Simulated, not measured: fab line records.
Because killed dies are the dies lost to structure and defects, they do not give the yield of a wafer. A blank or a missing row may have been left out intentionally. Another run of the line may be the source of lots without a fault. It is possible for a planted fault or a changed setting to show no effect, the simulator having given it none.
Matching of chambers    flow sky130    SKY_CONTACT_CMP_27 on cmp-02: 4 sister chambers
The step polishes, stops on SiO2, t overpolish 15 s, target thk 0 nm. 19 wafers are shown with their chamber, then 9 later ones without.

WAFERS, EACH WITH ITS CHAMBER
wafer   chamber  motor-current-A (A)  overpolish-run-s (s)  time-to-endpoint-s (s)
L712.2  0        12.9                 14.996                81.3
L712.3  3        9.9                  14.998                81.7
L712.6  1        12.3                 14.996                83.0
L713.1  2        9.8                  14.991                81.2
L713.3  3        9.8                  14.996                78.0
L713.6  1        12.0                 14.987                79.8
L714.4  0        12.3                 15.005                84.2
L714.5  1        11.5                 15.004                86.3
L714.6  0        12.2                 14.997                82.1
L716.3  3        9.7                  14.998                79.0
L716.4  0        12.2                 15.018                79.2
L716.6  3        9.9                  14.977                80.4
L718.2  3        9.8                  14.990                80.0
L718.3  1        11.6                 15.001                79.7
L721.2  0        12.9                 14.992                77.6
L721.4  1        12.3                 15.006                81.1
L728.1  1        11.7                 15.010                78.4
L728.3  3        10.2                 15.009                77.9
L728.5  2        10.1                 14.987                80.1

SIGNATURES (means of the wafers above)
reading             chamber 0  chamber 1  chamber 2  chamber 3  scatter within a chamber
motor-current-A     12.500     11.900     9.950      9.883      0.3
overpolish-run-s    15.00160   15.00067   14.98900   14.99467   0.00942
time-to-endpoint-s  80.880     81.383     80.650     79.500     2.29
Rule: a wafer lies at a distance from a chamber equal to the root of the sum of squares, over the readings, of (its reading less the chamber's mean, divided by the reading's scatter). If the next closest chamber is less than 2 further off than the closest, the wafer can't be placed; otherwise it belongs to the closest. How the scatter is found: for the shown wafers, subtract from each reading the mean of its chamber, square and add these, divide the total by (wafers less chambers), then take the root.

WAFERS WHOSE CHAMBER IS MISSING
wafer   motor-current-A (A)  overpolish-run-s (s)  time-to-endpoint-s (s)
L731.1  10.2                 14.997                82.4
L731.3  12.7                 14.996                83.0
L731.5  10.0                 15.010                81.2
L732.3  10.2                 15.004                82.3
L732.4  11.7                 15.011                79.7
L732.6  10.2                 14.989                80.9
L734.2  13.1                 15.000                85.6
L734.3  11.9                 14.986                87.3
L734.5  11.8                 15.003                84.4

THE CHAMBER EACH PASSED THROUGH
wafer   from the rows above      in truth
L731.1  can't be placed: 2 or 3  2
L731.3  can't be placed: 0 or 1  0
L731.5  can't be placed: 3 or 2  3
L732.3  can't be placed: 3 or 2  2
L732.4  can't be placed: 1 or 0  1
L732.6  can't be placed: 2 or 3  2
L734.2  can't be placed: 0 or 1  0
L734.3  can't be placed: 1 or 0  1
L734.5  can't be placed: 1 or 0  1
Correctly placed: 0 of 9. These rows do not allow placing 9 (true chamber among the candidates in 9). Wrongly placed: 0.
